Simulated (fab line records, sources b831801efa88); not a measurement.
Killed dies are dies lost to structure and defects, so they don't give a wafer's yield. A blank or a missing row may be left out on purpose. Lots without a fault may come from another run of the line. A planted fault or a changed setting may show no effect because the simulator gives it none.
Which tool did it? | flow sky130 | 13 lots, 39 wafers sampled, at 4 steps of a route of 708

WHAT THE GAUGES READ, wafer by wafer
SKY_VT_ADJUST_HVTP_TW_MEAS_11.
lot  | measured     | on            | VT_ADJUST_HVTP_TW
L681 | day 6 16:21  | film_metro-01 | 1338 1339 1343
L680 | day 6 16:32  | film_metro-04 | 1366 1374 1371
L683 | day 6 19:35  | film_metro-04 | 1366 1362 1376
L684 | day 7 06:37  | film_metro-02 | 1364 1372 1364
L685 | day 7 07:58  | film_metro-02 | 1370 1366 1369
L687 | day 7 22:16  | film_metro-01 | 1341 1337 1333
L691 | day 8 23:14  | film_metro-02 | 1345 1346 1358
L695 | day 10 20:23 | film_metro-01 | 1248 1256 1251
L698 | day 11 05:10 | film_metro-04 | 1297 1296 1297
L699 | day 11 09:46 | film_metro-02 | 1349 1362 1362
L700 | day 11 13:05 | film_metro-04 | 1383 1386 1381
L701 | day 12 03:35 | film_metro-02 | 1379 1373 1368
L702 | day 12 05:34 | film_metro-04 | 1383 1385 1382

SKY_LOCAL_INTERCONNECT_OVL_MEAS_12.
lot  | measured     | on         | LOCAL_INTERCONNECT_OVL (nm)
L681 | day 31 05:02 | overlay-02 | -8 -1 -3
L680 | day 32 00:02 | overlay-02 | -5 -1 -5
L683 | day 31 23:40 | overlay-01 | -3 -7 -9
L684 | day 32 01:59 | overlay-02 | -7 -4 -5
L685 | day 32 04:35 | overlay-02 | 2 -8 8
L687 | day 32 19:43 | overlay-01 | 2 -7 -7
L691 | day 33 22:40 | overlay-02 | 0 -4 1
L695 | day 36 06:10 | overlay-02 | 1 1 -6
L698 | day 36 12:23 | overlay-01 | 8 9 6
L699 | day 36 21:35 | overlay-02 | 0 -4 1
L700 | day 37 05:05 | overlay-02 | -14 -8 -14
L701 | day 37 17:10 | overlay-02 | -6 5 -1
L702 | day 37 21:07 | overlay-02 | -10 -6 -16

SKY_METAL1_THK_MEAS_06: measures by xrf.
lot  | measured     | on            | METAL1_ALCU_THK (nm)
L681 | day 32 12:46 | film_metro-02 | 250 247 245
L680 | day 33 06:37 | film_metro-04 | 249 255 249
L683 | day 33 06:20 | film_metro-02 | 247 251 249
L684 | day 33 08:44 | film_metro-03 | 245 245 245
L685 | day 33 10:58 | film_metro-02 | 245 246 245
L687 | day 34 01:25 | film_metro-03 | 242 243 244
L691 | day 35 04:50 | film_metro-04 | 243 245 243
L695 | day 37 11:19 | film_metro-02 | 245 244 245
L698 | day 37 17:28 | film_metro-03 | 242 243 252
L699 | day 38 02:59 | film_metro-04 | 242 243 249
L700 | day 38 10:01 | film_metro-04 | 241 254 242
L701 | day 38 21:20 | film_metro-03 | 246 248 247
L702 | day 39 01:16 | film_metro-04 | 250 249 248

WHICH TOOL RAN EACH LOT (tool, then ch and the chambers of the sampled wafers, then the start)
lot  | SKY_VT_ADJUST_HVTP_IMPLANT_09
L681 | implanter-04 ch 0, day 6 16:07
L680 | implanter-01 ch 0, day 6 16:19
L683 | implanter-01 ch 0, day 6 19:21
L684 | implanter-01 ch 0, day 7 06:22
L685 | implanter-01 ch 0, day 7 07:43
L687 | implanter-01 ch 0, day 7 22:03
L691 | implanter-02 ch 0, day 8 23:00
L695 | implanter-02 ch 0, day 10 20:09
L698 | implanter-02 ch 0, day 11 04:55
L699 | implanter-04 ch 0, day 11 09:31
L700 | implanter-04 ch 0, day 11 12:51
L701 | implanter-04 ch 0, day 12 03:22
L702 | implanter-01 ch 0, day 12 05:19
- SKY_VT_ADJUST_HVTP_IMPLANT_09

WHAT THE TOOLS THEMSELVES READ (means of the sampled wafers that have a number; where no wafer has one, the mark that the record gives instead)
SKY_VT_ADJUST_HVTP_IMPLANT_09.
lot  | tool         | beam_on_s (s)
L681 | implanter-04 | 9.95
L680 | implanter-01 | 9.94
L683 | implanter-01 | 10.05
L684 | implanter-01 | 10.04
L685 | implanter-01 | 10.10
L687 | implanter-01 | 9.89
L691 | implanter-02 | 9.81
L695 | implanter-02 | 10.11
L698 | implanter-02 | 10.13
L699 | implanter-04 | 10.04
L700 | implanter-04 | 10.03
L701 | implanter-04 | 10.10
L702 | implanter-01 | 10.06

THE ANSWER, worked out from the rows above alone
Rule: what is usual is taken from the lots themselves. Put in order of their means at a reading, lots are off if they are a third of the lots or fewer, leave a main group of 4 or more, and stand apart from it by a gap of 3 or more times the standard deviation of the main group's means; of several such gaps the widest counts. A main group whose means are all the same, to the digits that the tables above print for the reading, isn't used. A lot without any number at a reading at which 4 lots or more have one is off too. The other lots that the step has rows for count as sound. The gauges are gone through in route order, then the tools' own readings, and for those a lot's mean is taken as printed above. The first step at which some lot is off is used, and at that step the reading that is off furthest; a lot without a number counts as furthest.
No lot is off at any reading shown: from this, nothing can be told.

WHAT THE SIMULATOR HAD PUT IN
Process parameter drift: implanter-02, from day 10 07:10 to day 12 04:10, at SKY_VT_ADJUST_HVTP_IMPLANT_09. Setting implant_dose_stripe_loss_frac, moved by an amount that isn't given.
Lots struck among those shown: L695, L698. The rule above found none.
